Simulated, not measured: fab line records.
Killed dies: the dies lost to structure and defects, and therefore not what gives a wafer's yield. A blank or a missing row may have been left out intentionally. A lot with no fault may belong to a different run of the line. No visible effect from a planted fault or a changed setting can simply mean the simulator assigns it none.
fab line records + flow gf180mcu
record
- lots=5
- wafers=14
- last_day=34
route steps=602 shown V1@345
lots that met no fault: from a run of the same line without faults
start_h: start of the lot's first displayed wafer, in hours after the record's first day + wait_h: hours since the lot's step before + " unchanged from the row above + L1.1+2: a single row standing in for several wafers + - no value, or no start was given + * or withheld: withheld + < > ~ a bound
route shown NAME@n: NAME is a module with steps in the file, n the number in the route of the first one + usual: mean/standard deviation of fault-free wafers + same: alike in all rows + chamber/n: place in a boat + sites: each site's reading + _std_site: standard deviation across them + _edge_site: mean of outer sites minus mean of inner sites + radius_mm: for every site, how far away it sits from the centre of the wafer + mask NAME#n: copy n + behind: the last tool/chamber to shape the wafer + hold: cause of the lot's hold/its duration in hours/its outcome + device: transistor that didn't switch, given as n, p or np + end of line: tests of these same wafers at the route's end + a step given without rows: its recipe and nothing more + killed: dies lost to structure and defects at the first sort, not the wafer's yield + map: dies across one wafer; x = killed, . = not, _ = none there
set.NAME: the run value of the setting; set.NAME@STEP: its run value at that earlier step + model.NAME: the simulator's own value behind a step, which no gauge read
certain route steps with their lots: each step a table, each wafer a row
services: the hour from which a tool's chamber was out of use, counted from the record's first day as start_h (under 0 if before that day), plus the number of hours and why
## steps
# step GF_V1_SOFTBAKE_10
# recipe
- temp_c=130
- time_s=60
- resist=KrF
# step GF_V1_EXPOSE_11
# recipe
- mask_id=Via1
- target_cd_nm=260
- na=0.68
- source_shape=conventional
- sigma_outer=0.6
- dose_mj=38
# step GF_V1_PEB_12
# recipe
- peb_temp_c=135
- peb_time_s=90
- resist=KrF
# step GF_V1_DEVELOP_13
# recipe
- develop_time_s=60
- resist=KrF
- dev_temp_c=21
# step GF_V1_CD_MEAS_14
# recipe
- target_cd_nm=260
# usual
- cd_nm=260.0/1.3
| lot.wafer | tool      | chamber | start_h | wait_h | cd_nm |
|-----------|-----------|---------|---------|--------|-------|
| L789.3    | cd_sem-01 | -       | 456.31  | 0.1    | 257.1 |
| L789.4    | "         | -       | "       | "      | 258.2 |
| L789.6    | "         | -       | "       | "      | 258.1 |
| L798.1    | cd_sem-02 | -       | 544.39  | 0.1    | 260.9 |
| L798.6    | "         | -       | "       | "      | 261.0 |
| L805.2    | cd_sem-02 | -       | 593.18  | 0.1    | 260.0 |
| L805.4    | "         | -       | "       | "      | 260.5 |
| L805.5    | "         | -       | "       | "      | 261.2 |
| L806.1    | cd_sem-01 | -       | 600.71  | 0.1    | 260.2 |
| L806.3    | "         | -       | "       | "      | 260.6 |
| L806.6    | "         | -       | "       | "      | 259.9 |
| L807.1    | cd_sem-02 | -       | 604.51  | 0.1    | 260.2 |
| L807.2    | "         | -       | "       | "      | 260.8 |
| L807.6    | "         | -       | "       | "      | 260.3 |
# step GF_V1_OVL_MEAS_15
# usual
- V1_OVL=3/5.6
| lot.wafer | tool       | chamber | start_h | wait_h | V1_OVL[nm] |
|-----------|------------|---------|---------|--------|------------|
| L789.3    | overlay-02 | -       | 456.40  | 0.1    | -5         |
| L789.4    | "          | -       | "       | "      | 1          |
| L789.6    | "          | -       | "       | "      | -3         |
| L798.1    | overlay-02 | -       | 544.51  | 0.1    | 4          |
| L798.6    | "          | -       | "       | "      | 6          |
| L805.2    | overlay-02 | -       | 593.29  | 0.1    | -7         |
| L805.4    | "          | -       | "       | "      | -2         |
| L805.5    | "          | -       | "       | "      | 2          |
| L806.1    | overlay-01 | -       | 600.83  | 0.1    | -4         |
| L806.3    | "          | -       | "       | "      | -1         |
| L806.6    | "          | -       | "       | "      | -2         |
| L807.1    | overlay-01 | -       | 604.63  | 0.1    | 0          |
| L807.2    | "          | -       | "       | "      | -1         |
| L807.6    | "          | -       | "       | "      | -5         |
# step GF_V1_ETCH_16
# recipe
- chemistry=N2/H2
- target_depth_a=withheld
- overetch_a=withheld
- time_s=withheld
- target=BARC
- ion_energy_ev=200
- source_w=500
- bias_w=100
- pressure_mtorr=30
- n2_flow_sccm=100
- h2_flow_sccm=200
# usual
- bias_w=100.03/0.29
- drypump_motor_current_A=5.6/0.53
- oes_product_au=0.856/0.005
- throttle_valve_pct=13.224/0.0094
| lot.wafer | tool        | chamber | start_h | wait_h | bias_w | drypump_motor_current_A | oes_product_au | throttle_valve_pct |
|-----------|-------------|---------|---------|--------|--------|-------------------------|----------------|--------------------|
| L789.3    | rie_diel-04 | 0       | 456.42  | 0.0    | 99.84  | 6.1                     | 0.862          | 13.224             |
| L789.4    | "           | 0       | "       | "      | 99.97  | 6.1                     | 0.856          | 13.213             |
| L789.6    | "           | 2       | "       | "      | 99.81  | 5.8                     | 0.850          | 13.208             |
| L798.1    | rie_diel-02 | 2       | 544.54  | 0.0    | 99.91  | 5.6                     | 0.855          | 13.220             |
| L798.6    | "           | 2       | "       | "      | 100.05 | 5.7                     | 0.851          | 13.234             |
| L805.2    | rie_diel-03 | 3       | 593.32  | 0.0    | 99.72  | 5.4                     | 0.857          | 13.228             |
| L805.4    | "           | 0       | "       | "      | 100.60 | 6.4                     | 0.868          | 13.230             |
| L805.5    | "           | 3       | "       | "      | 99.78  | 5.4                     | 0.856          | 13.221             |
| L806.1    | rie_diel-04 | 0       | 600.87  | 0.0    | 99.61  | 6.1                     | 0.858          | 13.224             |
| L806.3    | "           | 2       | "       | "      | 100.12 | 5.8                     | 0.857          | 13.218             |
| L806.6    | "           | 2       | "       | "      | 100.51 | 5.8                     | 0.857          | 13.227             |
| L807.1    | rie_diel-03 | 0       | 604.67  | 0.0    | 100.32 | 6.4                     | 0.865          | 13.231             |
| L807.2    | "           | 1       | "       | "      | 99.97  | 5.6                     | 0.860          | 13.229             |
| L807.6    | "           | 1       | "       | "      | 99.96  | 5.6                     | 0.854          | 13.224             |
# step GF_V1_ETCH_17
# recipe
- chemistry=C4F8/O2/Ar
- mask_material=KrF
- target=SiO2
- stop_on=TiN
- source_w=1500
- bias_w=1200
- pressure_mtorr=40
- c4f8_flow_sccm=withheld
- O2_flow_sccm=6
- Ar_flow_sccm=300
- time_s=withheld
- target_depth_a=6300
# usual
- bias_w=1200/3.8
- oes_product_au=0.856/0.0043
| lot.wafer | tool        | chamber | start_h | wait_h | bias_w | oes_product_au |
|-----------|-------------|---------|---------|--------|--------|----------------|
| L789.3    | rie_diel-04 | 0       | -       | -      | 1205   | 0.861          |
| L789.4    | "           | 0       | "       | "      | 1201   | 0.857          |
| L789.6    | "           | 2       | "       | "      | 1203   | 0.853          |
| L798.1    | rie_diel-02 | 2       | -       | -      | 1195   | 0.852          |
| L798.6    | "           | 2       | "       | "      | 1192   | 0.852          |
| L805.2    | rie_diel-03 | 3       | -       | -      | 1192   | 0.858          |
| L805.4    | "           | 0       | "       | "      | 1198   | 0.857          |
| L805.5    | "           | 3       | "       | "      | 1193   | 0.861          |
| L806.1    | rie_diel-04 | 0       | -       | -      | 1200   | 0.856          |
| L806.3    | "           | 2       | "       | "      | 1197   | 0.860          |
| L806.6    | "           | 2       | "       | "      | 1194   | 0.866          |
| L807.1    | rie_diel-03 | 0       | -       | -      | 1200   | 0.855          |
| L807.2    | "           | 1       | "       | "      | 1201   | 0.853          |
| L807.6    | "           | 1       | "       | "      | 1202   | 0.857          |
# step GF_V1_STRIP_18
# recipe
- chemistry=O2/N2
- power_w=1400
- pressure_mtorr=1500
- platen_temp_c=250
- o2_flow_sccm=3000
- n2_flow_sccm=300
- overash_fraction=0.5
# usual
- drypump_motor_current_A=5.5/0.5
- heater_power_w=351/30
- oes_product_au=0.594/0.0054
| lot.wafer | tool            | chamber | start_h | wait_h | drypump_motor_current_A | heater_power_w | oes_product_au | rf_hours_counter_h |
|-----------|-----------------|---------|---------|--------|-------------------------|----------------|----------------|--------------------|
| L789.3    | plasma_asher-02 | 0       | 456.59  | -      | 6.8                     | 329            | 0.596          | -                  |
| L789.4    | "               | 1       | "       | "      | 5.4                     | 339            | 0.589          | -                  |
| L789.6    | "               | 0       | "       | "      | 6.7                     | 318            | 0.587          | -                  |
| L798.1    | plasma_asher-01 | 1       | 544.67  | -      | 5.4                     | 371            | 0.595          | 41                 |
| L798.6    | "               | 1       | "       | "      | 5.3                     | 370            | 0.579          | -                  |
| L805.2    | plasma_asher-01 | 0       | 593.45  | -      | 5.2                     | 323            | 0.604          | 46                 |
| L805.4    | "               | 1       | "       | "      | 5.4                     | 365            | 0.599          | -                  |
| L805.5    | "               | 1       | "       | "      | 5.4                     | 377            | 0.606          | -                  |
| L806.1    | plasma_asher-04 | 1       | 601.00  | -      | 5.2                     | 405            | 0.591          | 82                 |
| L806.3    | "               | 0       | "       | "      | 6.1                     | 393            | 0.590          | -                  |
| L806.6    | "               | 1       | "       | "      | 5.2                     | 407            | 0.601          | -                  |
| L807.1    | plasma_asher-01 | 1       | 604.80  | -      | 5.4                     | 364            | 0.591          | 47                 |
| L807.2    | "               | 0       | "       | "      | 5.2                     | 309            | 0.591          | 47                 |
| L807.6    | "               | 0       | "       | "      | 5.2                     | 322            | 0.599          | -                  |
# step GF_V1_STRIP_19
# recipe
- chemistry=post_etch_residue_remover
- time_s=1200
- temp_c=72.5
# step GF_V1_CLEAN_20
# recipe
- chemistry=DIW
- dry=n2_spin
# step GF_V1_SPUTTER_21
# recipe
- material=Ti
- target_thk_nm=15
- chamber_pressure_pa=5
- power_w=2500
- substrate_temp_c=200
- time_s=80.02
# usual
- throttle_valve_pct=29.3/0.72
| lot.wafer | tool           | chamber | start_h | wait_h | throttle_valve_pct |
|-----------|----------------|---------|---------|--------|--------------------|
| L789.3    | pvd_sputter-03 | -       | 457.09  | 0.0    | 29.2               |
| L789.4    | "              | -       | "       | "      | 29.4               |
| L789.6    | "              | -       | "       | "      | 29.1               |
| L798.1    | pvd_sputter-01 | -       | 545.20  | 0.0    | 29.9               |
| L798.6    | "              | -       | "       | "      | 30.0               |
| L805.2    | pvd_sputter-03 | -       | 594.01  | 0.0    | 29.2               |
| L805.4    | "              | -       | "       | "      | 29.3               |
| L805.5    | "              | -       | "       | "      | 28.8               |
| L806.1    | pvd_sputter-01 | -       | 601.60  | 0.0    | 29.2               |
| L806.3    | "              | -       | "       | "      | 29.5               |
| L806.6    | "              | -       | "       | "      | 29.1               |
| L807.1    | pvd_sputter-03 | -       | 605.40  | 0.0    | 29.4               |
| L807.2    | "              | -       | "       | "      | 29.2               |
| L807.6    | "              | -       | "       | "      | 29.1               |
# step GF_V1_SPUTTER_22
# recipe
- material=TiN
- target_thk_nm=10
- chamber_pressure_pa=5
- power_w=4000
- time_s=40
# usual
- throttle_valve_pct=29.3/0.73
| lot.wafer | tool           | chamber | start_h | wait_h | throttle_valve_pct | model.TiN_of_V1_SPUTTER_22.thk_nm |
|-----------|----------------|---------|---------|--------|--------------------|-----------------------------------|
| L789.3    | pvd_sputter-03 | -       | 457.16  | 0.0    | 29.2               | 10.14                             |
| L789.4    | "              | -       | "       | "      | 29.2               | 10.31                             |
| L789.6    | "              | -       | "       | "      | 29.0               | 10.01                             |
| L798.1    | pvd_sputter-01 | -       | 545.27  | 0.0    | 29.8               | 9.987                             |
| L798.6    | "              | -       | "       | "      | 29.7               | 9.651                             |
| L805.2    | pvd_sputter-03 | -       | 594.07  | 0.0    | 29.2               | 10.2                              |
| L805.4    | "              | -       | "       | "      | 29.4               | 10.02                             |
| L805.5    | "              | -       | "       | "      | 29.1               | 10.05                             |
| L806.1    | pvd_sputter-01 | -       | 601.66  | 0.0    | 28.8               | 10.01                             |
| L806.3    | "              | -       | "       | "      | 29.8               | 10.13                             |
| L806.6    | "              | -       | "       | "      | 29.1               | 9.973                             |
| L807.1    | pvd_sputter-03 | -       | 605.46  | 0.0    | 29.3               | 10.06                             |
| L807.2    | "              | -       | "       | "      | 29.1               | 9.804                             |
| L807.6    | "              | -       | "       | "      | 28.9               | 9.896                             |
# step GF_V1_CVD_23
# recipe
- material=W
- target_thk_nm=350
- time_s=105.05
- temp_c=400
- pressure_torr=40
# usual
- heater_power_w=888/47
| lot.wafer | tool     | chamber | start_h | wait_h | heater_power_w | since_wet_clean_h |
|-----------|----------|---------|---------|--------|----------------|-------------------|
| L789.3    | cvd_w-01 | 0       | 457.23  | 0.1    | 883            | -                 |
| L789.4    | "        | 1       | "       | "      | 806            | -                 |
| L789.6    | "        | 1       | "       | "      | 819            | -                 |
| L798.1    | cvd_w-02 | 1       | 545.30  | 0.0    | 895            | 141               |
| L798.6    | "        | 0       | "       | "      | 963            | -                 |
| L805.2    | cvd_w-02 | 1       | 594.11  | 0.0    | 873            | 190               |
| L805.4    | "        | 0       | "       | "      | 948            | -                 |
| L805.5    | "        | 0       | "       | "      | 954            | -                 |
| L806.1    | cvd_w-01 | 0       | 601.70  | 0.0    | 896            | 698               |
| L806.3    | "        | 0       | "       | "      | 878            | -                 |
| L806.6    | "        | 1       | "       | "      | 814            | -                 |
| L807.1    | cvd_w-01 | 0       | 605.50  | 0.0    | 872            | 702               |
| L807.2    | "        | 1       | "       | "      | 831            | 702               |
| L807.6    | "        | 1       | "       | "      | 796            | -                 |
## services
| tool            | chamber | start_h | hours | kind                   |
|-----------------|---------|---------|-------|------------------------|
| rie_diel-03     | 1       | 445.20  | -     | clean                  |
| rie_diel-03     | 1       | 445.20  | 21.4  | scheduled_down         |
| rie_diel-03     | 1       | 445.20  | 21.4  | vent_cycle             |
| rie_diel-04     | 3       | 451.61  | 5.6   | repair                 |
| plasma_asher-02 | -       | 458.43  | 3.9   | repair                 |
| rie_diel-03     | 0       | 472.03  | 61.6  | repair                 |
| pvd_sputter-03  | 1       | 497.99  | -     | consumable_replace:kit |
| pvd_sputter-03  | 1       | 497.99  | 18.0  | scheduled_down         |
| pvd_sputter-03  | 1       | 497.99  | 18.0  | vent_cycle             |
| rie_diel-03     | 2       | 506.62  | 1.4   | repair                 |
| rie_diel-04     | 0       | 507.40  | -     | clean                  |
| rie_diel-04     | 0       | 507.40  | 14.4  | scheduled_down         |
| rie_diel-04     | 0       | 507.40  | 14.4  | vent_cycle             |
| plasma_asher-04 | -       | 508.57  | 4.5   | repair                 |
| pvd_sputter-03  | -       | 521.86  | 11.9  | repair                 |
| rie_diel-04     | -       | 527.83  | 1.1   | repair                 |
| rie_diel-03     | 2       | 531.34  | 27.6  | repair                 |
| pvd_sputter-01  | 2       | 537.60  | -     | consumable_replace:kit |
| pvd_sputter-01  | 2       | 537.60  | 18.0  | scheduled_down         |
| cvd_w-02        | -       | 551.23  | 2.8   | pm                     |
| plasma_asher-01 | -       | 556.28  | 0.7   | repair                 |
| rie_diel-03     | 1       | 570.79  | 4.8   | repair                 |
| plasma_asher-01 | -       | 593.69  | 1.2   | repair                 |
| plasma_asher-01 | -       | 600.63  | 0.8   | repair                 |
## key
first_sign none at tools or gauges
model_effect
- step=GF_V1_SPUTTER_22
- value=TiN_of_V1_SPUTTER_22.thk_nm
- without=10.06
- struck=9.651
met_at GF_V1_SPUTTER_22
struck_wafers L798.6
fault
- kind=process_parameter_drift
- tool=pvd_sputter-01
- chamber=-
- onset_h=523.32
- steps=GF_V1_SPUTTER_22
- channel=time_s
- offset=*
- shape=step
- end_h=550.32
- scope=struck_wafers_only
- acts_in=*
- stated=*
